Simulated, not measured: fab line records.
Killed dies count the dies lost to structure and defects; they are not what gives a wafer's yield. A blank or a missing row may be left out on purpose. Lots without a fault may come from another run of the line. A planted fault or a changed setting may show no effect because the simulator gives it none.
A single fault, viewed from 2 desks    flow gf180mcu    each desk has only its own numbers; what lay behind them comes last

## AT THE METROLOGY DESK
Means of the sampled wafers that have a number, per lot and without regard to the tool the lot ran on: this is what the gauges read. If a lot's mean is further than 4 standard deviations from the usual mean, the lot is out of limits and carries the mark OUT (the distance appears in the brackets).
Columns: A = V5_W_RS at GF_V5_RS_MEAS_24, usual 0.329 ohm/sq; B = cd_nm at GF_TOP_METAL_CD_MEAS_14, usual 439.9 nm; C = PASSIVATION_CVD_00_THK at GF_PASSIVATION_THK_MEAS_01, usual 1000 nm
lot   first seen here  A      B      C
L371  day 27 19:52     0.329  438.8  1002
L372  day 28 01:02     0.323  441.6  993
L373  day 28 10:40     0.330  439.0  992
L374  day 28 15:38     0.328  437.7  997
L376  day 29 05:51     0.329  436.0  1013
L377  day 29 21:01     0.332  441.6  983
L382  day 30 23:47     0.328  442.9  995
L384  day 31 17:35     0.337  442.3  996
L388  day 32 20:43     0.327  438.5  1002
L390  day 33 00:48     0.329  437.5  870 (-10) OUT
L391  day 33 13:20     0.325  438.9  994
L393  day 33 19:04     0.329  440.9  877 (-9.5) OUT
Finding of this desk: L390, L393 out of limits, first seen on L390 at day 33 18:12 (PASSIVATION_CVD_00_THK at GF_PASSIVATION_THK_MEAS_01). In limits: L371, L372, L373, L374, L376, L377, L382, L384, L388, L391.

## THE TOOL OWNER'S DESK: pecvd-03
The tool's own readings at GF_PASSIVATION_CVD_00 (deposits SiO2 from TEOS, target thk 1000 nm, time 111.95 s): means of the sampled wafers that have a number, for each lot that ran on this tool. If a lot's mean is further than 4 standard deviations from the usual mean, the lot is out of limits and carries the mark OUT (the distance appears in the brackets).
Columns: A = heater_power_w at GF_PASSIVATION_CVD_00, usual 671 W
lot   first seen here  A
L371  day 28 16:31     668
L372  day 28 22:06     662
L374  day 29 11:55     686
L377  day 30 16:33     655
L384  day 32 11:49     674
L390  day 33 18:06     574
L393  day 34 11:47     553
Result from this desk: across the 7 lots, nothing is out of limits.

## ALL TOGETHER
An alarm was possible from the metrology desk at day 33 18:12, on L390, L393.
The desk of the tool owner found nothing out of limits.
Tool owner's desk: L390, L393 on record, inside its limits.
All the named lots went through GF_PASSIVATION_CVD_00 on pecvd-03.

## WHAT THE SIMULATOR HAD INSERTED
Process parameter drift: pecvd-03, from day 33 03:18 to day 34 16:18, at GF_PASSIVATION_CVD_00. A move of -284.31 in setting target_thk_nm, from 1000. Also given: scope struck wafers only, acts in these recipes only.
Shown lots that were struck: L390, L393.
Time in hours between the start of the fault and the first out-of-limits reading at each desk: metrology desk, 15.
